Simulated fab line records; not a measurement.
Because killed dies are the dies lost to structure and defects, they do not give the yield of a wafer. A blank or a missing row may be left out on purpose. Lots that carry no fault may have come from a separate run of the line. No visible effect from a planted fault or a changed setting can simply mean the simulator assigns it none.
The tool behind it: which one?    flow sky130    24 lots with 72 wafers sampled at 6 steps, on a route of 708 steps

== WHAT THE GAUGES READ, wafer by wafer ==
SKY_FIELD_ISO_THK_MEAS_23.
lot   measured     on            FIELD_ISO_OXIDATION_01_THK (nm)
L074  day 2 07:11  filmMetro-03  9.95 10.14 9.98
L075  day 2 12:26  filmMetro-01  9.86 9.71 9.73
L076  day 2 19:20  filmMetro-01  9.55 9.76 9.73
L077  day 2 21:56  filmMetro-01  9.81 9.81 9.77
L078  day 3 02:57  filmMetro-04  10.35 10.30 10.41
L079  day 4 03:49  filmMetro-01  10.49 10.18 10.35
L080  day 4 04:59  filmMetro-04  10.09 10.14 9.97
L081  day 4 04:59  filmMetro-03  10.29 10.32 10.11
L082  day 4 04:59  filmMetro-01  10.12 9.83 9.94
L083  day 4 09:50  filmMetro-03  10.28 10.36 10.16
L084  day 4 13:46  filmMetro-03  9.84 9.81 9.82
L085  day 4 20:38  filmMetro-01  10.18 10.07 10.33
L086  day 4 23:17  filmMetro-03  9.72 9.95 9.88
L087  day 5 03:10  filmMetro-03  9.96 9.94 10.02
L088  day 5 10:01  filmMetro-03  9.94 9.90 9.81
L089  day 5 16:52  filmMetro-03  9.77 9.97 9.92
L090  day 6 03:58  filmMetro-04  10.31 10.46 10.44
L091  day 6 03:58  filmMetro-01  9.91 10.17 10.28
L092  day 6 03:59  filmMetro-03  9.99 9.88 9.84
L093  day 6 15:22  filmMetro-01  9.86 9.79 10.03
L094  day 6 23:43  filmMetro-03  9.60 9.80 9.83
L096  day 7 06:33  filmMetro-04  9.85 9.76 9.92
L095  day 7 06:34  filmMetro-03  10.25 10.11 10.32
L097  day 7 11:40  filmMetro-04  10.27 10.18 10.28

SKY_METAL5_RS_MEAS_05: the measuring method here is four-point-probe.
lot   measured      on            METAL5_ALCU_RS (ohm/sq)
L074  day 42 12:17  filmMetro-03  0.0271 0.02707 0.02734
L075  day 42 16:22  filmMetro-02  0.02676 0.0266 0.02668
L076  day 43 04:50  filmMetro-03  0.02703 0.02707 0.02691
L077  day 43 11:02  filmMetro-03  0.02671 0.02683 0.02686
L078  day 43 13:40  filmMetro-01  0.02703 0.0267 0.02683
L079  day 45 06:05  filmMetro-01  0.02699 0.02705 0.02709
L080  day 45 08:01  filmMetro-02  0.02656 0.02661 0.02695
L081  day 45 07:52  filmMetro-03  0.02698 0.02692 0.02677
L082  day 45 09:10  filmMetro-02  0.02698 0.02687 0.02705
L083  day 45 13:32  filmMetro-03  0.02687 0.02692 0.02691
L084  day 45 09:55  filmMetro-02  0.02743 0.02737 0.02731
L085  day 46 06:44  filmMetro-01  0.02717 0.02713 0.02717
L086  day 46 00:30  filmMetro-03  0.027 0.02701 0.02689
L087  day 46 07:46  filmMetro-01  0.0269 0.02682 0.02684
L088  day 46 22:05  filmMetro-03  0.02685 0.02686 0.02702
L089  day 47 09:22  filmMetro-02  0.02697 0.02686 0.0271
L090  day 48 03:12  filmMetro-03  0.0269 0.02728 0.02696
L091  day 48 02:36  filmMetro-03  0.02654 0.02683 0.02703
L092  day 48 00:50  filmMetro-02  0.02724 0.02695 0.02707
L093  day 48 07:55  filmMetro-02  0.027 0.02726 0.02705
L094  day 48 08:32  filmMetro-01  0.02692 0.02712 0.02698
L096  day 48 21:41  filmMetro-01  0.02728 0.02705 0.02716
L095  day 48 19:49  filmMetro-02  0.02691 0.02704 0.02702
L097  day 49 07:52  filmMetro-03  0.02699 0.0269 0.02681

== TOOL THAT RAN EACH LOT (tool first, then ch and the chambers of the sampled wafers, then the start) ==
lot   SKY_METAL1_SPUTTER_00        SKY_VIA1_CMP_02                SKY_METAL4_SPUTTER_01        SKY_METAL4_DESCUM_15
L074  pvdSputter-01, day 31 07:59  cmp-01 ch 0,1,3, day 32 11:40  pvdSputter-04, day 39 08:40  rieMetal-02 ch 0,1, day 41 09:19
L075  pvdSputter-01, day 31 19:46  cmp-01 ch 1,2,3, day 33 00:03  pvdSputter-04, day 39 17:00  rieMetal-01 ch 0,1, day 41 15:44
L076  pvdSputter-01, day 32 01:56  cmp-02 ch 1,3, day 33 05:34    pvdSputter-02, day 39 23:46  rieMetal-02 ch 0,1, day 42 01:58
L077  pvdSputter-01, day 32 07:11  cmp-02 ch 0,2,3, day 33 12:08  pvdSputter-04, day 40 06:27  rieMetal-02 ch 0,1, day 42 07:40
L078  pvdSputter-01, day 32 14:12  cmp-02 ch 1,2,3, day 33 18:43  pvdSputter-03, day 40 12:31  rieMetal-03 ch 0,1, day 42 13:10
L079  pvdSputter-01, day 34 10:14  cmp-01 ch 0,1,2, day 35 14:32  pvdSputter-02, day 42 08:31  rieMetal-03 ch 0,1, day 44 05:34
L080  pvdSputter-01, day 34 12:10  cmp-01 ch 0,2,3, day 35 15:46  pvdSputter-03, day 42 09:24  rieMetal-01 ch 0,1, day 44 06:37
L081  pvdSputter-04, day 34 13:02  cmp-02 ch 1,2,3, day 35 17:01  pvdSputter-03, day 42 09:07  rieMetal-02 ch 0,1, day 44 06:34
L082  pvdSputter-03, day 34 15:35  cmp-01 ch 1,2,3, day 35 19:37  pvdSputter-03, day 42 10:37  rieMetal-01 ch 0,1, day 44 08:08
L083  pvdSputter-04, day 34 22:35  cmp-02 ch 0,1,3, day 36 02:31  pvdSputter-02, day 42 15:36  rieMetal-01 ch 0,1, day 44 12:31
L084  pvdSputter-03, day 34 19:02  cmp-02 ch 0,1,3, day 35 22:19  pvdSputter-04, day 42 11:30  rieMetal-01 ch 0,1, day 44 08:49
L085  pvdSputter-04, day 35 18:25  cmp-02 ch 1,2,3, day 36 21:31  pvdSputter-03, day 43 09:51  rieMetal-03 ch 0,1, day 45 06:43
L086  pvdSputter-01, day 35 11:05  cmp-01 ch 0,1,3, day 36 14:24  pvdSputter-04, day 43 04:24  rieMetal-01 ch 0,1, day 45 00:31
L087  pvdSputter-04, day 35 20:15  cmp-02 ch 1,2, day 36 23:36    pvdSputter-03, day 43 10:33  rieMetal-03 ch 0,1, day 45 07:55
L088  pvdSputter-04, day 36 13:01  cmp-01 ch 0,1,3, day 37 16:16  pvdSputter-04, day 44 01:48  rieMetal-01 ch 0, day 45 22:19
L089  pvdSputter-03, day 37 11:26  cmp-02 ch 0,3, day 38 14:01    pvdSputter-04, day 44 16:12  rieMetal-01 ch 0,1, day 46 11:07
L090  pvdSputter-01, day 38 00:40  cmp-01 ch 0,1,3, day 39 03:33  pvdSputter-03, day 45 09:28  rieMetal-01 ch 0,1, day 47 03:40
L091  pvdSputter-04, day 38 00:27  cmp-02 ch 0,1,3, day 39 03:09  pvdSputter-03, day 45 08:58  rieMetal-01 ch 0, day 47 03:01
L092  pvdSputter-01, day 37 23:20  cmp-02 ch 1,2,3, day 39 02:22  pvdSputter-04, day 45 07:17  rieMetal-03 ch 0,1, day 47 00:47
L093  pvdSputter-03, day 38 11:35  cmp-02 ch 0,2,3, day 39 14:50  pvdSputter-03, day 45 15:52  rieMetal-03 ch 0,1, day 47 08:55
L094  pvdSputter-03, day 38 16:32  cmp-02 ch 1,3, day 39 18:34    pvdSputter-03, day 45 18:10  rieMetal-01 ch 0,1, day 47 09:55
L096  pvdSputter-04, day 39 01:09  cmp-01 ch 1,3, day 40 03:12    pvdSputter-03, day 46 05:58  rieMetal-01 ch 0,1, day 47 23:40
L095  pvdSputter-01, day 39 00:44  cmp-02 ch 0,1,3, day 40 02:51  pvdSputter-04, day 46 04:46  rieMetal-03 ch 0,1, day 47 21:56
L097  pvdSputter-04, day 39 20:55  cmp-01 ch 1,2,3, day 40 22:29  pvdSputter-04, day 46 19:38  rieMetal-02 ch 0,1, day 48 11:25
- SKY_METAL1_SPUTTER_00: material Ti, target thk 15 nm, time 10 s.
- SKY_VIA1_CMP_02: polishes SiO2.
- SKY_METAL4_SPUTTER_01: material TiN, target thk 20 nm, time 16.7 s.
- SKY_METAL4_DESCUM_15: chemistry O2, time 8 s.

== WHAT THE TOOLS THEMSELVES READ (means of the sampled wafers that have a number; where no wafer has one, the mark that the record gives instead) ==
SKY_METAL1_SPUTTER_00.
lot   tool           throttleValvePct (%)
L074  pvdSputter-01  30.1
L075  pvdSputter-01  29.5
L076  pvdSputter-01  30.0
L077  pvdSputter-01  29.5
L078  pvdSputter-01  30.0
L079  pvdSputter-01  30.0
L080  pvdSputter-01  29.8
L081  pvdSputter-04  30.4
L082  pvdSputter-03  29.0
L083  pvdSputter-04  30.5
L084  pvdSputter-03  28.6
L085  pvdSputter-04  29.1
L086  pvdSputter-01  29.6
L087  pvdSputter-04  28.0
L088  pvdSputter-04  30.2
L089  pvdSputter-03  29.2
L090  pvdSputter-01  29.7
L091  pvdSputter-04  29.4
L092  pvdSputter-01  29.8
L093  pvdSputter-03  29.2
L094  pvdSputter-03  29.7
L096  pvdSputter-04  28.8
L095  pvdSputter-01  30.0
L097  pvdSputter-04  30.0

SKY_VIA1_CMP_02.
lot   tool    motorCurrentA (A)  slurryFlowMlMin
L074  cmp-01  11.6               150.1
L075  cmp-01  11.6               149.7
L076  cmp-02  11.2               150.0
L077  cmp-02  11.8               149.8
L078  cmp-02  11.8               150.7
L079  cmp-01  12.3               149.9
L080  cmp-01  12.7               150.3
L081  cmp-02  11.5               150.0
L082  cmp-01  11.5               149.8
L083  cmp-02  11.3               150.2
L084  cmp-02  11.3               149.9
L085  cmp-02  11.5               150.0
L086  cmp-01  11.7               149.8
L087  cmp-02  11.2               149.8
L088  cmp-01  11.5               150.0
L089  cmp-02  11.5               150.1
L090  cmp-01  11.6               149.9
L091  cmp-02  11.3               149.8
L092  cmp-02  11.6               150.0
L093  cmp-02  12.1               150.3
L094  cmp-02  11.3               150.2
L096  cmp-01  11.3               149.9
L095  cmp-02  11.3               149.6
L097  cmp-01  11.7               150.1

SKY_METAL4_SPUTTER_01.
lot   tool           throttleValvePct (%)
L074  pvdSputter-04  30.3
L075  pvdSputter-04  29.3
L076  pvdSputter-02  29.7
L077  pvdSputter-04  28.4
L078  pvdSputter-03  29.7
L079  pvdSputter-02  29.7
L080  pvdSputter-03  30.5
L081  pvdSputter-03  30.4
L082  pvdSputter-03  29.7
L083  pvdSputter-02  29.7
L084  pvdSputter-04  29.1
L085  pvdSputter-03  30.5
L086  pvdSputter-04  30.5
L087  pvdSputter-03  31.3
L088  pvdSputter-04  30.4
L089  pvdSputter-04  30.3
L090  pvdSputter-03  29.3
L091  pvdSputter-03  30.5
L092  pvdSputter-04  29.5
L093  pvdSputter-03  30.0
L094  pvdSputter-03  30.3
L096  pvdSputter-03  29.9
L095  pvdSputter-04  29.5
L097  pvdSputter-04  30.3

SKY_METAL4_DESCUM_15.
lot   tool         drypumpMotorCurrentA (A)  heBacksideLeakSccm (sccm)  oesProductAu (a.u.)
L074  rieMetal-02  5.0                       3.43                       0.996
L075  rieMetal-01  5.6                       3.36                       1.004
L076  rieMetal-02  4.9                       3.32                       0.997
L077  rieMetal-02  4.9                       3.41                       0.994
L078  rieMetal-03  5.7                       3.45                       1.009
L079  rieMetal-03  5.7                       3.39                       1.010
L080  rieMetal-01  5.6                       3.35                       1.001
L081  rieMetal-02  5.0                       3.40                       0.988
L082  rieMetal-01  5.4                       3.60                       1.000
L083  rieMetal-01  5.6                       3.49                       0.995
L084  rieMetal-01  5.4                       3.63                       1.009
L085  rieMetal-03  5.7                       3.32                       1.008
L086  rieMetal-01  5.6                       3.58                       0.986
L087  rieMetal-03  5.7                       3.42                       1.009
L088  rieMetal-01  5.3                       3.54                       1.007
L089  rieMetal-01  5.4                       3.69                       1.006
L090  rieMetal-01  5.6                       3.47                       0.995
L091  rieMetal-01  5.3                       3.51                       0.999
L092  rieMetal-03  5.7                       3.56                       1.003
L093  rieMetal-03  5.7                       3.44                       1.005
L094  rieMetal-01  5.4                       3.38                       0.998
L096  rieMetal-01  5.6                       3.48                       0.998
L095  rieMetal-03  5.7                       3.41                       1.003
L097  rieMetal-02  5.0                       3.29                       0.997

== THE ANSWER, worked out from the rows above alone ==
Rule: what is usual is taken from the lots themselves. Put in order of their means at a reading, lots are off if they are a third of the lots or fewer, leave a main group of 4 or more, and stand apart from it by a gap of 3 or more times the standard deviation of the main group's means; of several such gaps the widest counts. A main group whose means are all the same, to the digits that the tables above print for the reading, isn't used. A lot without any number at a reading at which 4 lots or more have one is off too. All remaining lots with rows at the step are treated as sound. After the gauges, taken in route order, come the tools' own readings; for these a lot's mean is taken, as printed above. The first step at which some lot is off is used, and at that step the reading that is off furthest; a lot without a number counts as furthest.
No lot is off on any of the readings shown, so nothing can be concluded from this.

== WHAT THE SIMULATOR PUT IN ==
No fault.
